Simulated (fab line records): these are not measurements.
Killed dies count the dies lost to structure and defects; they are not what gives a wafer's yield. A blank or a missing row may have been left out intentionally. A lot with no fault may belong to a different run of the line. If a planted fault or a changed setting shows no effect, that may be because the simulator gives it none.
fab line records	flow sky130
record: lots: 15	wafers: 43	lastDay: 50
route steps=708 shown CAPM@551 METAL3@565 METAL4@626
lots that met no fault: taken from a fault-free run of the same line
startH: the number of hours between the record's first day and the start of the first shown wafer of the lot	waitH: hours since the lot's step before	" repeats the value in the row above	L1.1+2: several wafers, shown together as one row	- no value present, or no start provided	* or withheld: withheld	< > ~ a bound
route shown NAME@n: NAME is a module with steps in the file, n the number in the route of the first one	usual: the fault-free wafers' mean and standard deviation	same: alike in all rows	chamber/n: place in a boat	sites: readings site by site	_std_site: standard deviation across them	_edge_site: mean of outer sites minus mean of inner sites	radiusMm: how far each site lies from the wafer's centre	mask NAME#n: copy n	behind: the last tool/chamber to shape the wafer	hold: cause of the lot's hold/its duration in hours/its outcome	device: transistor that didn't switch, given as n, p or np	end of line: tests run on the same wafers once the route is complete	for a step that has no rows: nothing shown but its recipe	killed: dies that structure and defects cost at the first sort, which is not the same as the wafer's yield	map: shows each die of a wafer: x if killed, . if not, _ if none is there
set.NAME: the run value of the setting; set.NAME@STEP: its run value at that earlier step	model.NAME: the simulator's own value behind a step, which no gauge read
the route's steps for a sample of lots (tables are steps, rows are wafers)
services: the hour from which a tool's chamber was out of use, counted from the record's first day as startH (under 0 if before that day), plus the number of hours and why
== steps ==
step: SKY_CAPM_STRIP_14
recipe: chemistry: O2/N2	powerW: 1400	pressureMtorr: 1500	platenTempC: withheld	o2FlowSccm: 3000	n2FlowSccm: 300	overashFraction: 0.5
usual: drypumpMotorCurrentA: 5.8/0.42	oesProductAu: 0.711/0.0046	stripTimeToEndpointS: 12.67/0.049
lot.wafer	tool	chamber	startH	waitH	drypumpMotorCurrentA	oesProductAu	rfHoursCounterH	stripTimeToEndpointS
L916.2	plasmaAsher-04	1	855.40	0.1	5.7	0.707	42	12.74
L916.4	"	0	"	"	5.8	0.713	-	12.75
L916.6	"	0	"	"	5.8	0.709	-	12.71
L918.3	plasmaAsher-04	0	875.38	0.1	5.8	0.711	-	12.58
L918.4	"	1	"	"	5.7	0.713	-	12.66
L918.5	"	0	"	"	5.8	0.717	-	12.66
L921.2	plasmaAsher-04	1	900.79	0.1	5.7	0.701	47	12.63
L921.4	"	0	"	"	5.8	0.722	-	12.60
L921.5	"	0	"	"	5.8	0.718	-	12.71
L922.1	plasmaAsher-01	1	909.05	0.1	6.6	0.715	17	12.71
L922.3	"	0	"	"	5.6	0.708	-	12.67
L923.3	plasmaAsher-01	1	921.11	0.1	6.6	0.706	-	12.68
L923.4	"	0	"	"	5.5	0.710	-	12.72
L924.1	plasmaAsher-04	0	930.16	0.1	5.8	0.701	50	12.64
L924.4	"	0	"	"	5.8	0.717	-	12.65
L924.6	"	1	"	"	5.7	0.715	-	12.65
L931.2	plasmaAsher-01	1	1004.95	0.1	6.6	0.707	26	12.62
L931.5	"	0	"	"	5.6	0.713	-	12.62
L931.6	"	1	"	"	6.6	0.712	-	12.63
L930.3	plasmaAsher-01	1	1007.78	0.1	6.6	0.710	-	12.71
L930.4	"	0	"	"	5.6	0.716	-	12.67
L930.6	"	1	"	"	6.5	0.707	-	12.61
L932.1	plasmaAsher-01	1	1014.24	0.1	6.5	0.706	28	12.63
L932.2	"	0	"	"	5.6	0.704	28	12.61
L932.3	"	0	"	"	5.5	0.712	-	12.68
L934.2	plasmaAsher-03	1	1024.90	0.1	5.5	0.707	89	12.67
L934.3	"	1	"	"	5.6	0.718	-	12.62
L934.4	"	0	"	"	5.2	0.704	-	12.66
L935.1	plasmaAsher-04	0	1026.97	0.1	5.8	0.711	60	12.72
L935.5	"	1	"	"	5.7	0.717	-	12.71
L935.6	"	0	"	"	5.8	0.707	-	12.71
L937.1	plasmaAsher-01	1	1037.45	0.1	6.6	0.703	30	12.57
L937.3	"	1	"	"	6.6	0.713	-	12.57
L937.4	"	0	"	"	5.6	0.700	-	12.64
L936.1	plasmaAsher-03	1	1042.69	0.1	5.5	0.710	91	12.68
L936.2	"	0	"	"	5.2	0.703	91	12.65
L936.3	"	1	"	"	5.6	0.718	-	12.68
L939.1	plasmaAsher-01	1	1043.79	0.1	6.6	0.712	30	12.63
L939.3	"	0	"	"	5.6	0.711	-	12.70
L939.6	"	0	"	"	5.6	0.709	-	12.67
L938.3	plasmaAsher-03	0	1050.42	0.1	5.2	0.711	-	12.56
L938.4	"	1	"	"	5.6	0.709	-	12.60
L938.5	"	0	"	"	5.2	0.717	-	12.61
step: SKY_METAL3_DESCUM_15
recipe: chemistry: O2	sourcePowerW: 150	biasPowerW: 0	pressureMtorr: 10	tempC: 40	timeS: 8
usual: drypumpMotorCurrentA: 5.9/0.44	oesProductAu: 0.999/0.0081
lot.wafer	tool	chamber	startH	waitH	drypumpMotorCurrentA	oesProductAu	rfHoursCounterH
L916.2	rieMetal-01	1	882.59	0.0	5.5	1.006	9
L916.4	"	0	"	"	5.7	0.987	-
L916.6	"	0	"	"	5.7	0.991	-
L918.3	rieMetal-03	1	902.38	0.0	6.8	1.002	-
L918.4	"	0	"	"	6.1	0.994	-
L918.5	"	0	"	"	6.1	0.993	-
L921.2	rieMetal-01	0	926.45	0.0	5.7	0.990	6
L921.4	"	0	"	"	5.7	0.993	-
L921.5	"	0	"	"	5.7	0.995	-
L922.1	rieMetal-02	0	934.73	0.0	5.3	1.006	1
L922.3	"	1	"	"	6.1	1.022	-
L923.3	rieMetal-01	0	946.79	0.0	5.7	0.985	-
L923.4	"	1	"	"	5.5	1.006	-
L924.1	rieMetal-03	0	955.15	0.0	6.1	0.993	1
L924.4	"	0	"	"	6.1	0.994	-
L924.6	"	0	"	"	6.2	0.981	-
L931.2	rieMetal-01	1	1028.38	0.0	5.5	0.998	15
L931.5	"	1	"	"	5.5	0.998	-
L931.6	"	0	"	"	5.7	0.994	-
L930.3	rieMetal-01	1	1031.44	0.0	5.5	1.002	-
L930.4	"	0	"	"	5.7	0.998	-
L930.6	"	1	"	"	5.5	1.000	-
L932.1	rieMetal-03	1	1036.80	0.0	6.8	0.997	15
L932.2	"	0	"	"	6.1	1.009	5
L932.3	"	1	"	"	6.8	0.994	-
L934.2	rieMetal-02	1	1047.30	0.0	6.1	1.007	16
L934.3	"	1	"	"	6.1	1.013	-
L934.4	"	0	"	"	5.3	0.997	-
L935.1	rieMetal-01	1	1048.94	0.0	5.5	1.009	17
L935.5	"	0	"	"	5.7	1.000	-
L935.6	"	1	"	"	5.5	1.007	-
L937.1	rieMetal-01	1	1059.04	0.0	5.5	0.996	17
L937.3	"	1	"	"	5.5	1.009	-
L937.4	"	0	"	"	5.7	0.997	-
L936.1	rieMetal-03	1	1065.24	0.0	6.8	0.997	17
L936.2	"	0	"	"	6.1	1.000	7
L936.3	"	0	"	"	6.1	0.994	-
L939.1	rieMetal-02	0	1065.73	0.0	5.3	1.000	8
L939.3	"	1	"	"	6.1	1.002	-
L939.6	"	1	"	"	6.1	0.992	-
L938.3	rieMetal-01	1	1071.76	0.0	5.5	1.012	-
L938.4	"	0	"	"	5.7	1.001	-
L938.5	"	1	"	"	5.5	1.005	-
step: SKY_METAL3_METAL_ETCH_18
recipe: targetDepthA: 8450	stopOn: SiO2	overEtchFrac: 0.3	timeS: 183.1	chemistry: Cl2/BCl3	resistSidewallDeg: 88	pressureMtorr: 10	icpW: 900	biasW: 48.5	Cl2_flow_sccm: 60	bcl3FlowSccm: 30
usual: drypumpMotorCurrentA: 6.1/0.5	oesProductAu: 0.868/0.0062	throttleValvePct: 22.263/0.008
lot.wafer	tool	chamber	startH	waitH	drypumpMotorCurrentA	oesProductAu	rfHoursCounterH	throttleValvePct
L916.2	rieMetal-03	1	882.74	0.0	6.8	0.863	4	22.262
L916.4	"	0	"	"	6.1	0.875	-	22.247
L916.6	"	0	"	"	6.1	0.864	-	22.261
L918.3	rieMetal-01	1	902.58	0.1	5.5	0.864	-	22.274
L918.4	"	0	"	"	5.7	0.863	-	22.259
L918.5	"	0	"	"	5.7	0.854	-	22.263
L921.2	rieMetal-03	1	926.66	0.1	6.8	0.867	-	22.268
L921.4	"	1	"	"	6.8	0.864	-	22.253
L921.5	"	1	"	"	6.8	0.867	-	22.259
L922.1	rieMetal-01	1	934.88	0.0	5.5	0.858	12	22.260
L922.3	"	0	"	"	5.7	0.864	-	22.272
L923.3	rieMetal-03	1	946.99	0.1	6.8	0.868	-	22.258
L923.4	"	0	"	"	6.1	0.872	-	22.263
L924.1	rieMetal-02	1	955.30	0.0	6.1	0.865	11	22.250
L924.4	"	1	"	"	6.1	0.864	-	22.286
L924.6	"	0	"	"	5.4	0.870	-	22.287
L931.2	rieMetal-03	1	1028.59	0.1	6.8	0.870	-	22.272
L931.5	"	1	"	"	6.8	0.869	-	22.260
L931.6	"	1	"	"	6.8	0.880	-	22.269
L930.3	rieMetal-03	0	1031.64	0.1	6.1	0.866	-	22.261
L930.4	"	1	"	"	6.8	0.862	-	22.256
L930.6	"	1	"	"	6.8	0.866	-	22.270
L932.1	rieMetal-02	1	1036.95	0.0	6.1	0.871	15	22.259
L932.2	"	0	"	"	5.4	0.870	7	22.272
L932.3	"	0	"	"	5.3	0.878	-	22.254
L934.2	rieMetal-01	1	1047.45	0.0	5.5	0.866	16	22.276
L934.3	"	1	"	"	5.5	0.876	-	22.271
L934.4	"	0	"	"	5.7	0.875	-	22.264
L935.1	rieMetal-03	0	1049.09	0.0	6.1	0.862	6	22.255
L935.5	"	1	"	"	6.8	0.869	-	22.265
L935.6	"	0	"	"	6.1	0.861	-	22.266
L937.1	rieMetal-03	1	1059.19	0.0	6.8	0.861	17	22.284
L937.3	"	0	"	"	6.1	0.867	-	22.248
L937.4	"	1	"	"	6.8	0.866	-	22.273
L936.1	rieMetal-01	0	1065.39	0.0	5.7	0.868	13	22.264
L936.2	"	1	"	"	5.5	0.864	18	22.256
L936.3	"	0	"	"	5.7	0.868	-	22.253
L939.1	rieMetal-03	1	1065.88	0.0	6.8	0.868	17	22.264
L939.3	"	1	"	"	6.8	0.874	-	22.266
L939.6	"	0	"	"	6.1	0.883	-	22.266
L938.3	rieMetal-02	0	1071.96	0.1	5.3	0.870	-	22.270
L938.4	"	1	"	"	6.1	0.879	-	22.259
L938.5	"	1	"	"	6.1	0.866	-	22.256
step: SKY_METAL4_EXPOSE_10
recipe: maskId: MM4	na: 0.68	sourceShape: annular	sigmaInner: 0.4	sigmaOuter: 0.8	targetCdNm: 300	doseMj: 28
lot.wafer	tool	chamber	startH	waitH	mask
L916.2+4+6	krfScanner-02	0	950.44	-	MM4#0
L918.3+4+5	krfScanner-02	0	968.35	-	MM4#0
L921.2+4+5	krfScanner-02	0	992.13	-	MM4#0
L922.1+3	krfScanner-02	0	1000.43	-	MM4#0
L923.3+4	krfScanner-02	0	1009.52	-	MM4#0
L924.1+4+6	krfScanner-02	0	1018.13	-	MM4#0
L931.2+5+6	krfScanner-02	0	1085.14	-	MM4#0
L930.3+4+6	krfScanner-01	0	1088.34	-	MM4#0
L932.1+2+3	krfScanner-01	0	1094.48	-	MM4#0
L934.2+3+4	krfScanner-02	0	1102.87	-	MM4#0
L935.1+5+6	krfScanner-01	0	1104.46	-	MM4#0
L937.1+3+4	krfScanner-01	0	1114.93	-	MM4#0
L936.1+2+3	krfScanner-02	0	1119.46	-	MM4#0
L939.1+3+6	krfScanner-01	0	1120.26	-	MM4#0
L938.3+4+5	krfScanner-01	0	1125.36	-	MM4#0
step: SKY_METAL4_CD_MEAS_13
recipe: targetCdNm: 300
usual: cdNm: 300.0/1.4
lot.wafer	tool	chamber	startH	waitH	cdNm
L916.2	cdSem-02	-	962.50	-	299.1
L916.4	"	-	"	"	297.9
L916.6	"	-	"	"	299.1
L918.3	cdSem-02	-	981.37	-	300.7
L918.4	"	-	"	"	299.5
L918.5	"	-	"	"	301.8
L921.2	cdSem-01	-	1004.19	-	302.1
L921.4	"	-	"	"	300.8
L921.5	"	-	"	"	301.4
L922.1	cdSem-02	-	1010.77	-	299.1
L922.3	"	-	"	"	242.3
L923.3	cdSem-02	-	1021.21	-	243.8
L923.4	"	-	"	"	242.4
L924.1	cdSem-01	-	1029.68	-	299.0
L924.4	"	-	"	"	244.9
L924.6	"	-	"	"	298.3
L931.2	cdSem-02	-	1096.60	-	299.3
L931.5	"	-	"	"	299.0
L931.6	"	-	"	"	298.6
L930.3	cdSem-01	-	1098.72	-	299.0
L930.4	"	-	"	"	298.5
L930.6	"	-	"	"	298.9
L932.1	cdSem-02	-	1103.29	-	302.0
L932.2	"	-	"	"	301.7
L932.3	"	-	"	"	303.5
L934.2	cdSem-02	-	1112.61	-	297.9
L934.3	"	-	"	"	299.6
L934.4	"	-	"	"	299.1
L935.1	cdSem-02	-	1114.73	-	302.0
L935.5	"	-	"	"	301.0
L935.6	"	-	"	"	301.1
L937.1	cdSem-01	-	1123.94	-	300.8
L937.3	"	-	"	"	301.4
L937.4	"	-	"	"	300.4
L936.1	cdSem-02	-	1128.13	-	299.0
L936.2	"	-	"	"	299.9
L936.3	"	-	"	"	298.7
L939.1	cdSem-02	-	1129.08	-	298.6
L939.3	"	-	"	"	297.8
L939.6	"	-	"	"	298.0
L938.3	cdSem-02	-	1135.43	-	298.7
L938.4	"	-	"	"	298.7
L938.5	"	-	"	"	298.4
== services ==
tool	chamber	startH	hours	kind
rieMetal-03	1	833.97	4.0	repair
krfScanner-01	-	834.61	0.5	repair
krfScanner-01	-	839.82	0.8	pm
krfScanner-01	-	848.04	0.2	repair
krfScanner-02	-	868.25	0.8	pm
krfScanner-01	-	881.66	0.1	repair
krfScanner-01	-	889.44	1.3	pm
krfScanner-01	-	890.74	0.8	pm
rieMetal-01	-	913.88	0.4	repair
krfScanner-01	-	917.11	4.4	pm
krfScanner-02	-	921.79	1.0	pm
krfScanner-01	-	936.86	1.0	pm
rieMetal-01	-	959.83	14.6	pm
rieMetal-01	1	976.82	3.3	repair
krfScanner-02	-	990.39	1.3	pm
krfScanner-02	-	1000.55	1.0	repair
krfScanner-02	-	1004.53	3.6	pm
rieMetal-03	0	1012.86	16.2	repair
plasmaAsher-01	-	1018.72	1.3	repair
krfScanner-02	-	1037.05	0.8	pm
krfScanner-02	-	1090.80	1.0	pm
krfScanner-02	-	1092.45	4.0	pm
rieMetal-01	-	1101.93	2.8	pm
rieMetal-03	-	1103.27	0.6	repair
== key ==
firstSign: step: SKY_METAL4_CD_MEAS_13	reading: cdNm	direction: down	sigmas: 41	usual: 300.0	struck: 243.4
effect none on later readings
metAt SKY_METAL4_EXPOSE_10
struckLots L922,L923,L924
struckWafers L922.3,L923.3,L923.4,L924.4
laterRowsLeftOut L922.3,L923.3
sortLeftOut L922.3,L923.3,L923.4,L924.4
notActingAt SKY_CAPM_STRIP_14,SKY_METAL3_DESCUM_15,SKY_METAL3_METAL_ETCH_18
onsetBetween 992.13 1000.43
fault: kind: processParameterDrift	tool: krfScanner-02	chamber: -	onsetH: 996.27	steps: SKY_METAL4_EXPOSE_10	channel: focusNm	offset: 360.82	shape: step	endH: 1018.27	scope: struckWafersOnly
sortLeftOut: the simulated sort isn't trusted on such a fault, so these wafers' sort isn't shown, and their yield isn't known
laterRowsLeftOut: the simulator's readings of these wafers behind a module that went badly wrong aren't trusted and aren't shown, but for the sort
